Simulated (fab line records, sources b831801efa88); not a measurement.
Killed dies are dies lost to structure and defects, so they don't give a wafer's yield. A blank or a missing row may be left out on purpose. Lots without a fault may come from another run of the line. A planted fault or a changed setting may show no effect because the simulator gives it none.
Which tool did it? | flow sfq_line | 7 lots, 21 wafers sampled, at 4 steps of a route of 325

WHAT THE GAUGES READ, wafer by wafer
SFQ_I6_BOW_MEAS_941.
lot  | measured     | on            | I6_BOW (um)
L291 | day 65 07:40 | film_metro-03 | 2 8 12
L294 | day 66 12:31 | film_metro-04 | -8 -4 -6
L297 | day 67 04:04 | film_metro-04 | -6 -4 7
L301 | day 69 09:56 | film_metro-01 | 18 24 24
L303 | day 70 07:59 | film_metro-03 | 31 22 2
L307 | day 72 00:17 | film_metro-03 | 15 5 18
L310 | day 73 18:43 | film_metro-04 | -5 -4 -2

WHICH TOOL RAN EACH LOT (tool, then ch and the chambers of the sampled wafers, then the start)
lot  | SFQ_TRILAYER_L0_VIA_ETCH_VIA_ETCH_016 | SFQ_TRILAYER_M0_STRIP_STRIP_025   | SFQ_TRILAYER_JJ_CE_STRIP_STRIP_120
L291 | rie_diel-04 ch 0,3, day 5 16:29       | rie_metal-02 ch 0,1, day 7 15:32  | rie_metal-04 ch 0,1, day 42 05:42
L294 | rie_diel-04 ch 0,3, day 6 08:05       | rie_metal-02 ch 0,1, day 8 10:56  | rie_metal-03 ch 0,1, day 43 08:18
L297 | rie_diel-04 ch 0,2, day 6 23:47       | rie_metal-02 ch 0,1, day 9 05:46  | rie_metal-03 ch 0,1, day 44 13:16
L301 | rie_diel-02 ch 0,1, day 7 20:11       | rie_metal-02 ch 0,1, day 10 03:34 | rie_metal-02 ch 0,1, day 47 18:36
L303 | rie_diel-04 ch 0,1,2, day 8 07:59     | rie_metal-04 ch 0,1, day 10 16:34 | rie_metal-03 ch 0,1, day 48 14:52
L307 | rie_diel-04 ch 0,1,3, day 9 11:37     | rie_metal-04 ch 1, day 11 20:58   | rie_metal-04 ch 0,1, day 57 10:58
L310 | rie_diel-04 ch 1,2,3, day 10 06:49    | rie_metal-01 ch 0,1, day 12 12:31 | rie_metal-04 ch 0,1, day 58 11:43
- SFQ_TRILAYER_L0_VIA_ETCH_VIA_ETCH_016: etches SiO2 in CHF3, stops on MoNx KI, target depth 80 nm.
- SFQ_TRILAYER_M0_STRIP_STRIP_025: strips in O2.
- SFQ_TRILAYER_JJ_CE_STRIP_STRIP_120: strips in O2.

THE ANSWER, worked out from the rows above alone
Rule: what is usual is taken from the lots themselves. Put in order of their means at a reading, lots are off if they are a third of the lots or fewer, leave a main group of 4 or more, and stand apart from it by a gap of 3 or more times the standard deviation of the main group's means; of several such gaps the widest counts. A main group whose means are all the same, to the digits that the tables above print for the reading, isn't used. A lot without any number at a reading at which 4 lots or more have one is off too. The other lots that the step has rows for count as sound.
No lot is off at any reading shown: from this, nothing can be told.

WHAT THE SIMULATOR HAD PUT IN
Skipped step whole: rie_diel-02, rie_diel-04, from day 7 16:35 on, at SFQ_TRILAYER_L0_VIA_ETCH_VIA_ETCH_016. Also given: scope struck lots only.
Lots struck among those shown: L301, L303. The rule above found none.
